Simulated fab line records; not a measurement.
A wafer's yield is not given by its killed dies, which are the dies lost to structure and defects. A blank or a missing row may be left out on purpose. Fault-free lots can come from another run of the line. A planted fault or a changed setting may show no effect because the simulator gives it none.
fab line records    flow sky130
record lots=6  wafers=18  lastDay=50
route steps=708 shown CAP2M@613 METAL4@621 PAD_OPEN@708
lots with no fault: from the same line, run without faults
startH: the number of hours between the record's first day and the start of the first shown wafer of the lot    waitH: how many hours have passed since the lot's step before this one    " repeats the value in the row above    L1.1+2: a row that stands for several wafers    - no value present, or no start provided    * or withheld: withheld    < > ~ a bound
route shown NAME@n: NAME is a module with steps in the file, n the number in the route of the first one    usual: average and standard deviation across the fault-free wafers    same: alike in all rows    chamber/n: place in a boat    sites: readings site by site    _std_site: the standard deviation of these    _edge_site: outer sites' mean less inner sites'    radiusMm: for every site, how far away it sits from the centre of the wafer    mask NAME#n: copy n    behind: the tool/chamber that last shaped the wafer    hold: the reason the lot was held/the length of the hold in hours/how it ended    device: the transistor (n, p or np) that didn't switch    end of line: tests run on the same wafers once the route is complete    for a step that has no rows: nothing shown but its recipe    killed: dies lost to structure and defects at the first sort, not the wafer's yield    map: shows each die of a wafer: x if killed, . if not, _ if none is there
set.NAME: the setting as run; set.NAME@STEP: as run at that earlier step    model.NAME: the simulator's own value behind a step, which no gauge read
lots at some steps of the route; a table a step, a row a wafer
services: a tool's chamber out of use, with start hour (startH, from the record's first day; less than 0 if before it), hours out, and reason
## steps
# step SKY_CAP2M_PEB_10
# recipe tempC=withheld  timeS=*  resist=NOVOLAK
# step SKY_CAP2M_DEVELOP_11
# recipe resist=NOVOLAK  developer=TMAH  developTimeS=60.77  devTempC=23
# step SKY_CAP2M_OVL_MEAS_12
# usual CAP2M_OVL=0.7/1.7
lot.wafer  tool        chamber  startH   waitH  CAP2M_OVL[nm]
L921.2     overlay-01  -        992.79   0.1    0.1
L921.3     "           -        "        "      0.8
L921.5     "           -        "        "      0.3
L930.1     overlay-01  -        1032.37  0.1    1.5
L930.4     "           -        "        "      1.6
L930.6     "           -        "        "      2.4
L932.1     overlay-01  -        1048.72  0.1    1.7
L932.2     "           -        "        "      -0.3
L932.4     "           -        "        "      0.1
L935.1     overlay-02  -        1072.07  0.1    -1.0
L935.2     "           -        "        "      -1.5
L935.4     "           -        "        "      -1.7
L934.2     overlay-01  -        1072.13  0.1    2.4
L934.4     "           -        "        "      3.1
L934.5     "           -        "        "      2.8
L941.1     overlay-02  -        1102.33  0.1    -1.5
L941.3     "           -        "        "      -2.0
L941.4     "           -        "        "      -0.7
# step SKY_CAP2M_METAL_ETCH_13
# recipe targetDepthNm=220  stopOn=SiO2  chemistry=Cl2/BCl3  target=TiN  pressureMtorr=10  icpW=900  biasW=48.5  Cl2_flow_sccm=60  bcl3FlowSccm=30  timeS=62.9
# usual bcl3FlowSccm=30.00/0.088  drypumpMotorCurrentA=5.7/0.42  oesProductAu=0.942/0.0067  throttleValvePct=21.900/0.011
lot.wafer  tool         chamber  startH   waitH  bcl3FlowSccm  drypumpMotorCurrentA  oesProductAu  rfHoursCounterH  throttleValvePct
L921.2     rieMetal-04  0        992.85   0.0    30.07         5.6                   0.942         -                21.880
L921.3     "            0        "        "      29.92         5.6                   0.940         -                21.899
L921.5     "            0        "        "      30.05         5.6                   0.931         -                21.891
L930.1     rieMetal-04  0        1032.40  0.0    29.84         5.7                   0.948         10               21.892
L930.4     "            0        "        "      29.97         5.6                   0.956         -                21.907
L930.6     "            0        "        "      29.77         5.7                   0.946         -                21.888
L932.1     rieMetal-02  0        1048.75  0.0    29.97         4.8                   0.938         9                21.896
L932.2     "            1        "        "      30.12         5.9                   0.943         21               21.897
L932.4     "            1        "        "      30.06         5.9                   0.941         -                21.917
L935.1     rieMetal-03  0        1072.10  0.0    29.96         6.4                   0.948         0                21.902
L935.2     "            1        "        "      29.86         5.9                   0.944         10               21.902
L935.4     "            1        "        "      29.95         5.9                   0.950         -                21.890
L934.2     rieMetal-04  0        1072.16  0.0    30.16         5.7                   0.935         13               21.914
L934.4     "            1        "        "      30.03         5.6                   0.929         -                21.907
L934.5     "            0        "        "      30.01         5.7                   0.930         -                21.921
L941.1     rieMetal-03  1        1102.37  0.0    29.89         5.9                   0.952         12               21.898
L941.3     "            0        "        "      30.04         6.4                   0.947         -                21.908
L941.4     "            1        "        "      30.12         5.9                   0.940         -                21.893
# step SKY_CAP2M_STRIP_14
# recipe chemistry=O2/N2  powerW=1400  pressureMtorr=1500  platenTempC=withheld  o2FlowSccm=3000  n2FlowSccm=300  overashFraction=0.5
# usual drypumpMotorCurrentA=5.7/0.34  n2FlowSccm=299.9/0.95  oesProductAu=0.710/0.0047  stripTimeToEndpointS=12.63/0.047
lot.wafer  tool            chamber  startH   waitH  drypumpMotorCurrentA  n2FlowSccm  oesProductAu  rfHoursCounterH  stripTimeToEndpointS
L921.2     plasmaAsher-04  1        992.97   0.1    6.1                   299.6       0.707         25               12.65
L921.3     "               1        "        "      6.1                   299.4       0.706         -                12.57
L921.5     "               1        "        "      6.1                   300.1       0.705         -                12.57
L930.1     plasmaAsher-02  1        1032.48  0.1    5.9                   300.5       0.716         86               12.59
L930.4     "               0        "        "      5.6                   299.9       0.701         -                12.53
L930.6     "               1        "        "      5.8                   299.6       0.717         -                12.61
L932.1     plasmaAsher-02  0        1048.83  0.1    5.6                   300.3       0.702         88               12.63
L932.2     "               1        "        "      5.8                   297.8       0.710         88               12.64
L932.4     "               0        "        "      5.6                   300.0       0.703         -                12.62
L935.1     plasmaAsher-02  1        1072.18  0.1    5.9                   299.0       0.707         91               12.64
L935.2     "               0        "        "      5.5                   299.3       0.713         91               12.58
L935.4     "               0        "        "      5.6                   297.4       0.705         -                12.56
L934.2     plasmaAsher-04  0        1072.23  0.1    5.8                   300.5       0.713         33               12.66
L934.4     "               1        "        "      6.1                   300.9       0.714         -                12.66
L934.5     "               1        "        "      6.2                   300.0       0.715         -                12.66
L941.1     plasmaAsher-04  1        1102.45  0.1    6.1                   300.9       0.702         35               12.59
L941.3     "               1        "        "      6.2                   298.6       0.706         -                12.67
L941.4     "               0        "        "      5.8                   299.2       0.715         -                12.60
# step SKY_CAP2M_STRIP_15
# recipe chemistry=postEtchResidueRemover  timeS=1200  tempC=72.5
# step SKY_CAP2M_CLEAN_16
# recipe chemistry=IPA  timeS=180  tempC=25
# step SKY_CAP2M_CLEAN_17
# recipe chemistry=O3/DIW  dry=n2Spin
# step SKY_METAL4_DEHYDRATE_05
# recipe tempC=200  timeS=60
# step SKY_METAL4_HMDS_06
# recipe primeTimeS=60  primeTempC=120
# step SKY_METAL4_COAT_07
# recipe resist=BARC  tempC=withheld  timeS=withheld  spinRpm=3000  resistThkNm=60
# step SKY_METAL4_COAT_08
# recipe resist=KrF-thick  spinRpm=3000  resistThkNm=1140
# step SKY_METAL4_SOFTBAKE_09
# recipe tempC=100  timeS=90  resist=KrF-thick
# usual heaterPowerTotalW=57.36/0.11  plateTempC=100.00/0.13
lot.wafer  tool           chamber  startH  waitH  heaterPowerTotalW  plateTempC
L921.2     lithoTrack-01  0        1004    -      57.39              100.02
L921.3     "              0        "       "      57.28              99.99
L921.5     "              0        "       "      57.46              99.87
L930.1     lithoTrack-03  0        1044    -      57.27              100.05
L930.4     "              0        "       "      57.48              100.14
L930.6     "              0        "       "      57.41              99.96
L932.1     lithoTrack-03  0        1059    -      57.79              100.83
L932.2     "              0        "       "      58.15              100.90
L932.4     "              0        "       "      57.93              100.80
L935.1     lithoTrack-01  0        1083    -      57.45              99.94
L935.2     "              0        "       "      57.29              100.02
L935.4     "              0        "       "      57.45              99.81
L934.2     lithoTrack-03  0        1083    -      57.83              100.96
L934.4     "              0        "       "      58.13              100.93
L934.5     "              0        "       "      57.76              100.68
L941.1     lithoTrack-01  0        1113    -      57.33              99.94
L941.3     "              0        "       "      57.46              99.87
L941.4     "              0        "       "      57.32              99.95
# step SKY_METAL4_EXPOSE_10
# recipe maskId=MM4  na=0.68  sourceShape=annular  sigmaInner=0.4  sigmaOuter=0.8  targetCdNm=300  doseMj=28
# step SKY_PAD_OPEN_PROBE_99
# usual defectLimitedYield=82.3/1.9  killed_at_M0_to_M3=44/7.3  killed_at_M4_up=3.4/1.7  killedAtContacts=24/5.3  killedAtFrontEnd=15/4.1  killedAtOther=0.4/0.68  killedDies=87/9.5  killedOpen=48/7.1  killedShort=39/5.8  sort_bin_3_pad_short=0.8/0.39  sort_bin_5_function=10.4/1.4  sort_bin_6_memory=6.5/1.1  sortNPass=405/9.5  sortYieldPct=82.3/1.9
# same grossDies=492  killedAtBackSide=0  sort_bin_4_leakage[%]=0  sort_bin_8_speed[%]=0
lot.wafer  tool       chamber  startH   waitH  defectLimitedYield[%]  killed_at_M0_to_M3  killed_at_M4_up  killedAtContacts  killedAtFrontEnd  killedAtOther  killedDies  killedOpen  killedShort  sort_bin_3_pad_short[%]  sort_bin_5_function[%]  sort_bin_6_memory[%]  sortNPass  sortYieldPct[%]
L930.1     prober-01  -        1142.74  0.1    85.2                   39                  2                18                14                0              73          38          35           0.6                      9.3                     4.9                   419        85.2
L930.4     prober-01  -        1142.89  0.2    82.5                   44                  1                24                16                1              86          52          32           0.4                      10.6                    6.5                   406        82.5
L930.6     prober-01  -        1142.99  0.2    82.7                   35                  3                25                22                0              85          48          34           1.0                      8.7                     7.5                   407        82.7
L935.1     prober-02  -        1175.84  0.1    82.7                   47                  5                22                11                0              85          45          40           1.4                      8.9                     6.9                   407        82.7
L935.2     prober-02  -        1175.89  0.1    81.1                   51                  8                16                17                1              93          41          51           1.2                      10.4                    7.3                   399        81.1
L935.4     prober-02  -        1175.99  0.2    82.3                   42                  2                26                14                3              87          54          32           0.8                      9.6                     7.3                   405        82.3
L934.2     prober-02  -        1177.39  0.1    79.1                   60                  5                26                12                0              103         53          50           0.2                      14.8                    5.9                   389        79.1
L934.4     prober-02  -        1177.49  0.2    80.7                   61                  6                16                12                0              95          54          40           0.8                      11.0                    7.5                   397        80.7
L934.5     prober-02  -        1177.54  0.2    85.6                   34                  3                21                13                0              71          43          28           0.2                      8.5                     5.7                   421        85.6
# killed by level:class
L930.1 VIA1:geometricParticle:open=13 METAL1:geometricParticle:short=8 FIELD_ISO:geometricParticle:open=6 LI_CONTACT:geometricParticle:open=6 CONTACT:geometricParticle:open=5 VIA1:geometricParticle:short=5 FIELD_ISO:geometricParticle:short=4 LI_CONTACT:geometricParticle:short=4
L930.4 CONTACT:geometricParticle:open=12 VIA1:geometricParticle:open=10 VIA1:geometricParticle:short=8 VIA2:geometricParticle:open=7 VIA3:geometricParticle:open=6 LI_CONTACT:geometricParticle:open=5 POLY_GATE:geometricParticle:short=4 METAL2:geometricParticle:short=4
L930.6 LI_CONTACT:geometricParticle:open=10 CONTACT:geometricParticle:open=8 POLY_GATE:geometricParticle:short=7 VIA2:geometricParticle:open=7 VIA1:geometricParticle:open=7 METAL2:geometricParticle:short=5 FIELD_ISO:geometricParticle:open=3 FIELD_ISO:geometricParticle:short=3
L935.1 VIA2:geometricParticle:open=12 LI_CONTACT:geometricParticle:open=8 CONTACT:geometricParticle:open=6 VIA1:geometricParticle:open=6 METAL2:geometricParticle:short=5 VIA2:geometricParticle:short=5 FIELD_ISO:geometricParticle:short=4 POLY_GATE:geometricParticle:short=4
L935.2 METAL2:geometricParticle:short=13 VIA3:geometricParticle:open=7 VIA1:geometricParticle:open=7 METAL4:geometricParticle:short=7 FIELD_ISO:geometricParticle:short=6 LI_CONTACT:geometricParticle:open=6 FIELD_ISO:geometricParticle:open=5 METAL1:geometricParticle:short=5
L935.4 VIA1:geometricParticle:open=18 LI_CONTACT:geometricParticle:open=11 CONTACT:geometricParticle:open=7 FIELD_ISO:geometricParticle:open=5 CONTACT:geometricParticle:short=5 VIA1:geometricParticle:short=5 VIA2:geometricParticle:open=5 FIELD_ISO:geometricParticle:short=4
L934.2 VIA1:geometricParticle:open=14 VIA3:geometricParticle:open=9 CONTACT:geometricParticle:open=8 METAL1:geometricParticle:short=7 VIA1:geometricParticle:short=7 VIA2:geometricParticle:open=7 LOCAL_INTERCONNECT:geometricParticle:short=6 METAL2:geometricParticle:short=6
L934.4 VIA1:geometricParticle:open=14 VIA3:geometricParticle:open=8 METAL1:geometricParticle:short=7 VIA2:geometricParticle:open=7 CONTACT:geometricParticle:open=5 VIA1:geometricParticle:short=5 METAL3:geometricParticle:short=5 FIELD_ISO:geometricParticle:open=4
L934.5 LI_CONTACT:geometricParticle:open=9 VIA1:geometricParticle:open=7 METAL1:geometricParticle:short=6 CONTACT:geometricParticle:open=5 VIA2:geometricParticle:open=4 FIELD_ISO:geometricParticle:open=3 POLY_GATE:geometricParticle:short=3 POLY_CUT:geometricParticle:open=3
## services
tool            chamber  startH   hours  kind
plasmaAsher-04  -        969.85   1.0    repair
rieMetal-04     1        974.40   -      clean
rieMetal-04     1        974.40   23.3   scheduledDown
rieMetal-04     1        974.40   23.3   ventCycle
plasmaAsher-02  -        990.99   6.4    repair
rieMetal-04     -        993.33   1.4    pm
rieMetal-02     -        1015.85  0.8    repair
plasmaAsher-04  -        1026.20  0.4    repair
rieMetal-03     0        1043.98  -      clean
rieMetal-03     0        1043.98  24.5   scheduledDown
rieMetal-03     0        1043.98  24.5   ventCycle
plasmaAsher-04  -        1049.22  11.5   repair
lithoTrack-01   -        1084.03  -      consumableReplace:filter
rieMetal-02     -        1086.83  14.6   pm
rieMetal-02     0        1105.20  2.5    repair
## key
firstSign step=SKY_METAL4_SOFTBAKE_09  reading=plateTempC  direction=up  sigmas=6.4  usual=*  struck=*
effect step=SKY_METAL4_SOFTBAKE_09  reading=heaterPowerTotalW  direction=up  sigmas=5.1  usual=*  struck=*
metAt SKY_METAL4_SOFTBAKE_09
struckWafers L932.1,L932.2,L932.4,L934.2,L934.4,L934.5
loopTrim step=SKY_METAL4_EXPOSE_10  setting=dose  lots=L934
onsetBetween 1044 1059
fault kind=processParameterDrift  tool=lithoTrack-03  chamber=-  onsetH=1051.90  steps=SKY_METAL4_SOFTBAKE_09  channel=tempC  offset=*  shape=step  endH=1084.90  actsIn=*  stated=*
# loopTrim: a control loop set the setting to another value than it would have without faults
